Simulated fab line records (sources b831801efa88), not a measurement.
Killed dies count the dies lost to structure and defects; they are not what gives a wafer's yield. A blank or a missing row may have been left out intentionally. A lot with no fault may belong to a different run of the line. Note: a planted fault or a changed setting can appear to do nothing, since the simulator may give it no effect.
fab line records    flow sky130
record lots=14  wafers=42  last_day=50
route steps=708 shown NWELL@79 VT_ADJUST_LVTN@117 VT_ADJUST_HVTR@137 VT_ADJUST_PCH@152
lots that met no fault: from a run of the same line without faults
start_h: the number of hours between the record's first day and the start of the first shown wafer of the lot    wait_h: hours from the lot's prior step to this one    " as in the row above    L1.1+2: several wafers, shown together as one row    - no value present, or no start provided    * or withheld: withheld    < > ~ a bound
route shown NAME@n: NAME is a module with steps in the file, n the number in the route of the first one    usual: average and standard deviation across the fault-free wafers    same: alike in all rows    chamber/n: place in a boat    sites: each site's reading    _std_site: their standard deviation    _edge_site: inner sites' mean taken away from outer sites' mean    radius_mm: for every site, how far away it sits from the centre of the wafer    mask NAME#n: copy n    behind: the most recent tool/chamber to have shaped the wafer    hold: why the lot was held/for how many hours/how that ended    device: the transistor (n, p or np) that didn't switch    end of line: the same wafers' tests at the end of the route    step lacking rows: just its recipe    killed: not the wafer's yield, but the dies lost to structure and defects at the first sort    map: dies across one wafer; x = killed, . = not, _ = none there
set.NAME: the setting the step ran with; set.NAME@STEP: the setting that earlier step ran with    model.NAME: the simulator's own value behind a step, which no gauge read
the route's steps for a sample of lots (tables are steps, rows are wafers)
services: when a tool's chamber went out of use (start_h, in hours from the record's first day, below 0 if earlier), for how many hours, and the reason
## steps
# step SKY_NWELL_TW_MEAS_26
# usual NWELL_2_TW=499/5.5
lot.wafer  tool           chamber  start_h  wait_h  NWELL_2_TW
L957.1     film_metro-03  -        129.53   0.1     496
L957.3     "              -        "        "       493
L957.4     "              -        "        "       497
L955.1     film_metro-03  -        132.58   0.1     496
L955.4     "              -        "        "       491
L955.5     "              -        "        "       496
L956.1     film_metro-03  -        133.33   0.5     495
L956.2     "              -        "        "       494
L956.4     "              -        "        "       496
L959.3     film_metro-03  -        143.61   0.1     499
L959.5     "              -        "        "       496
L959.6     "              -        "        "       499
L961.3     film_metro-03  -        154.01   0.1     492
L961.4     "              -        "        "       493
L961.5     "              -        "        "       496
L962.3     film_metro-03  -        162.06   0.1     493
L962.5     "              -        "        "       493
L962.6     "              -        "        "       493
L963.1     film_metro-03  -        165.69   0.1     494
L963.2     "              -        "        "       496
L963.4     "              -        "        "       494
L964.1     film_metro-01  -        173.49   0.1     504
L964.3     "              -        "        "       509
L964.5     "              -        "        "       507
L965.1     film_metro-01  -        176.24   0.1     504
L965.3     "              -        "        "       505
L965.5     "              -        "        "       506
L966.3     film_metro-02  -        182.97   0.1     508
L966.4     "              -        "        "       509
L966.6     "              -        "        "       510
L967.2     film_metro-02  -        191.84   0.1     506
L967.3     "              -        "        "       512
L967.6     "              -        "        "       509
L974.4     film_metro-03  -        231.26   0.1     495
L974.5     "              -        "        "       496
L974.6     "              -        "        "       498
L975.1     film_metro-01  -        240.54   0.1     501
L975.3     "              -        "        "       500
L975.4     "              -        "        "       502
L976.2     film_metro-02  -        244.49   0.1     502
L976.3     "              -        "        "       502
L976.6     "              -        "        "       500
# step SKY_VT_ADJUST_LVTN_STRIP_20
# recipe chemistry=O2/N2  power_w=1400  pressure_mtorr=1500  platen_temp_c=withheld  o2_flow_sccm=3000  n2_flow_sccm=300  overash_fraction=0.5
# usual drypump_motor_current_A=5.66/0.27  oes_product_au=0.715/0.0046  strip_time_to_endpoint_s=14.17/0.041
lot.wafer  tool             chamber  start_h  wait_h  drypump_motor_current_A  oes_product_au  rf_hours_counter_h  strip_time_to_endpoint_s
L957.1     plasma_asher-02  0        192.49   0.1     5.45                     0.718           7                   14.11
L957.3     "                0        "        "       5.43                     0.710           -                   14.10
L957.4     "                1        "        "       6.09                     0.711           -                   14.12
L955.1     plasma_asher-03  1        193.98   0.1     5.59                     0.712           37                  14.14
L955.4     "                1        "        "       5.58                     0.711           -                   14.12
L955.5     "                0        "        "       5.46                     0.721           -                   14.10
L956.1     plasma_asher-03  0        195.94   0.1     5.54                     0.719           37                  14.17
L956.2     "                1        "        "       5.58                     0.719           37                  14.19
L956.4     "                0        "        "       5.50                     0.707           -                   14.20
L959.3     plasma_asher-02  1        207.92   0.1     6.09                     0.718           -                   14.14
L959.5     "                1        "        "       6.07                     0.711           -                   14.13
L959.6     "                0        "        "       5.43                     0.722           -                   14.12
L961.3     plasma_asher-03  0        219.12   0.1     5.48                     0.711           -                   14.16
L961.4     "                1        "        "       5.57                     0.714           -                   14.19
L961.5     "                1        "        "       5.58                     0.715           -                   14.16
L962.3     plasma_asher-03  1        228.36   0.1     5.57                     0.720           -                   14.17
L962.5     "                0        "        "       5.50                     0.717           -                   14.19
L962.6     "                1        "        "       5.60                     0.713           -                   14.14
L963.1     plasma_asher-02  1        231.13   0.1     6.01                     0.726           11                  14.14
L963.2     "                0        "        "       5.41                     0.711           11                  14.18
L963.4     "                1        "        "       6.03                     0.722           -                   14.13
L964.1     plasma_asher-01  0        240.28   0.1     5.71                     0.709           57                  14.13
L964.3     "                1        "        "       6.29                     0.717           -                   14.16
L964.5     "                1        "        "       6.30                     0.711           -                   14.16
L965.1     plasma_asher-02  1        243.04   0.1     6.04                     0.716           12                  14.14
L965.3     "                0        "        "       5.45                     0.712           -                   14.19
L965.5     "                0        "        "       5.41                     0.722           -                   14.19
L966.3     plasma_asher-03  0        252.67   0.1     5.45                     0.714           -                   14.21
L966.4     "                1        "        "       5.59                     0.718           -                   14.20
L966.6     "                1        "        "       5.58                     0.722           -                   14.22
L967.2     plasma_asher-01  1        261.13   0.1     6.26                     0.715           60                  14.19
L967.3     "                0        "        "       5.67                     0.716           -                   14.19
L967.6     "                1        "        "       6.29                     0.707           -                   14.20
L974.4     plasma_asher-03  0        308.97   0.1     5.46                     0.711           -                   14.20
L974.5     "                0        "        "       5.45                     0.718           -                   14.20
L974.6     "                1        "        "       5.57                     0.716           -                   14.19
L975.1     plasma_asher-03  0        318.38   0.1     5.49                     0.712           48                  14.15
L975.3     "                1        "        "       5.60                     0.708           -                   14.15
L975.4     "                0        "        "       5.47                     0.713           -                   14.19
L976.2     plasma_asher-03  1        323.98   0.2     5.56                     0.706           48                  14.17
L976.3     "                1        "        "       5.57                     0.714           -                   14.11
L976.6     "                1        "        "       5.54                     0.719           -                   14.14
# step SKY_VT_ADJUST_HVTR_DEVELOP_06
# recipe develop_time_s=60  dev_temp_c=23
# usual chill_plate_temp_C=23.02/0.11  developer_temp_C=23.03/0.1
lot.wafer  tool            chamber  start_h  wait_h  chill_plate_temp_C  developer_temp_C
L957.1     litho_track-04  0        236.59   0.1     23.11               23.11
L957.3     "               0        "        "       23.20               23.03
L957.4     "               0        "        "       23.31               23.10
L955.1     litho_track-01  0        239.45   0.1     22.87               23.11
L955.4     "               0        "        "       23.06               23.09
L955.5     "               0        "        "       23.18               23.08
L956.1     litho_track-03  0        240.80   0.1     23.02               23.07
L956.2     "               0        "        "       22.94               22.99
L956.4     "               0        "        "       22.97               23.13
L959.3     litho_track-04  0        254.14   0.1     22.86               22.92
L959.5     "               0        "        "       23.17               23.16
L959.6     "               0        "        "       22.90               23.04
L961.3     litho_track-03  0        266.85   0.1     22.97               23.04
L961.4     "               0        "        "       23.05               22.90
L961.5     "               0        "        "       22.90               22.98
L962.3     litho_track-03  0        278.85   0.1     23.15               23.29
L962.5     "               0        "        "       23.14               23.17
L962.6     "               0        "        "       22.99               23.10
L963.1     litho_track-03  0        281.20   0.1     22.93               23.10
L963.2     "               0        "        "       22.85               22.95
L963.4     "               0        "        "       22.80               22.94
L964.1     litho_track-03  0        291.85   0.1     23.25               23.07
L964.3     "               0        "        "       23.12               23.23
L964.5     "               0        "        "       23.08               23.17
L965.1     litho_track-03  0        294.55   0.1     22.87               21.93
L965.3     "               0        "        "       23.01               22.02
L965.5     "               0        "        "       23.10               22.00
L966.3     litho_track-03  0        303.60   0.1     23.08               22.32
L966.4     "               0        "        "       23.09               22.26
L966.6     "               0        "        "       23.17               22.30
L967.2     litho_track-01  0        312.53   0.1     23.07               22.94
L967.3     "               0        "        "       23.03               23.11
L967.6     "               0        "        "       23.14               23.00
L974.4     litho_track-01  0        364.83   0.1     22.94               22.93
L974.5     "               0        "        "       22.91               22.97
L974.6     "               0        "        "       22.95               23.04
L975.1     litho_track-03  0        374.50   0.1     22.95               22.82
L975.3     "               0        "        "       23.13               22.96
L975.4     "               0        "        "       23.07               23.00
L976.2     litho_track-01  0        379.78   0.1     23.32               22.88
L976.3     "               0        "        "       23.26               22.92
L976.6     "               0        "        "       23.23               22.80
# step SKY_VT_ADJUST_PCH_STRIP_09
# recipe chemistry=O2/N2  power_w=1400  pressure_mtorr=1500  platen_temp_c=withheld  o2_flow_sccm=3000  n2_flow_sccm=300  overash_fraction=0.5
# usual drypump_motor_current_A=6.2/0.45  oes_product_au=0.722/0.0041  strip_time_to_endpoint_s=36.95/0.11
lot.wafer  tool             chamber  start_h  wait_h  drypump_motor_current_A  oes_product_au  rf_hours_counter_h  strip_time_to_endpoint_s
L957.1     plasma_asher-02  0        261.63   0.1     5.4                      0.723           14                  37.14
L957.3     "                1        "        "       6.1                      0.721           -                   37.05
L957.4     "                0        "        "       5.4                      0.727           -                   37.19
L955.1     plasma_asher-04  0        265.59   0.1     6.3                      0.721           57                  36.90
L955.4     "                1        "        "       6.8                      0.724           -                   36.85
L955.5     "                1        "        "       6.8                      0.725           -                   36.85
L956.1     plasma_asher-01  1        266.78   0.1     6.3                      0.726           60                  36.90
L956.2     "                0        "        "       5.7                      0.717           60                  36.96
L956.4     "                0        "        "       5.7                      0.718           -                   36.98
L959.3     plasma_asher-01  0        280.51   0.1     5.7                      0.722           -                   37.01
L959.5     "                0        "        "       5.7                      0.725           -                   36.94
L959.6     "                1        "        "       6.2                      0.713           -                   36.94
L961.3     plasma_asher-02  1        293.76   0.1     6.0                      0.723           -                   36.95
L961.4     "                0        "        "       5.4                      0.720           -                   36.97
L961.5     "                1        "        "       6.0                      0.727           -                   36.85
L962.3     plasma_asher-02  0        305.22   0.1     5.4                      0.726           -                   36.91
L962.5     "                0        "        "       5.4                      0.720           -                   36.88
L962.6     "                1        "        "       6.1                      0.719           -                   36.96
L963.1     plasma_asher-04  1        307.93   0.1     6.8                      0.717           62                  36.99
L963.2     "                0        "        "       6.3                      0.720           62                  36.96
L963.4     "                1        "        "       6.8                      0.723           -                   36.94
L964.1     plasma_asher-04  1        319.54   0.1     6.8                      0.722           63                  36.84
L964.3     "                0        "        "       6.3                      0.727           -                   36.68
L964.5     "                0        "        "       6.3                      0.727           -                   36.70
L965.1     plasma_asher-04  0        322.34   0.1     6.3                      0.718           63                  36.88
L965.3     "                0        "        "       6.3                      0.723           -                   37.00
L965.5     "                1        "        "       6.8                      0.720           -                   36.94
L966.3     plasma_asher-04  0        331.21   0.1     6.3                      0.733           -                   36.93
L966.4     "                1        "        "       6.8                      0.718           -                   37.04
L966.6     "                1        "        "       6.8                      0.725           -                   37.01
L967.2     plasma_asher-04  1        341.18   0.1     6.8                      0.721           64                  36.88
L967.3     "                0        "        "       6.3                      0.719           -                   36.92
L967.6     "                1        "        "       6.8                      0.725           -                   36.97
L974.4     plasma_asher-01  1        393.01   0.1     6.3                      0.726           -                   36.70
L974.5     "                1        "        "       6.3                      0.719           -                   36.70
L974.6     "                0        "        "       5.7                      0.719           -                   36.85
L975.1     plasma_asher-01  0        403.08   0.1     5.7                      0.725           75                  36.96
L975.3     "                0        "        "       5.7                      0.724           -                   36.99
L975.4     "                1        "        "       6.3                      0.731           -                   36.95
L976.2     plasma_asher-02  0        408.83   0.1     5.4                      0.721           28                  37.04
L976.3     "                1        "        "       6.0                      0.719           -                   37.08
L976.6     "                0        "        "       5.4                      0.722           -                   37.15
## services
tool             chamber  start_h  hours  kind
plasma_asher-03  -        180.65   11.5   repair
plasma_asher-02  -        203.30   2.8    pm
plasma_asher-03  -        236.19   1.2    repair
plasma_asher-03  -        292.58   14.6   pm
plasma_asher-04  -        327.60   3.5    repair
plasma_asher-04  -        334.54   1.7    repair
plasma_asher-04  -        347.88   11.7   repair
plasma_asher-02  -        382.76   7.7    repair
## key
first_sign step=SKY_VT_ADJUST_HVTR_DEVELOP_06  reading=developer_temp_C  direction=down  sigmas=8.6  usual=*  struck=*
effect none on later readings
met_at SKY_VT_ADJUST_HVTR_DEVELOP_06
struck_lots L965,L966
rows_end L965.1,L965.3,L965.5,L966.3,L966.4,L966.6
not_acting_at SKY_NWELL_TW_MEAS_26,SKY_VT_ADJUST_LVTN_STRIP_20,SKY_VT_ADJUST_PCH_STRIP_09
onset_between 291.85 294.55
fault kind=process_parameter_drift  tool=litho_track-03  chamber=-  onset_h=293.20  steps=SKY_VT_ADJUST_HVTR_DEVELOP_06  channel=dev_temp_c  offset=*  shape=step  end_h=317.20  acts_in=*  stated=*
# rows_end: these wafers met a further fault down the route, and their rows from its step on are left out
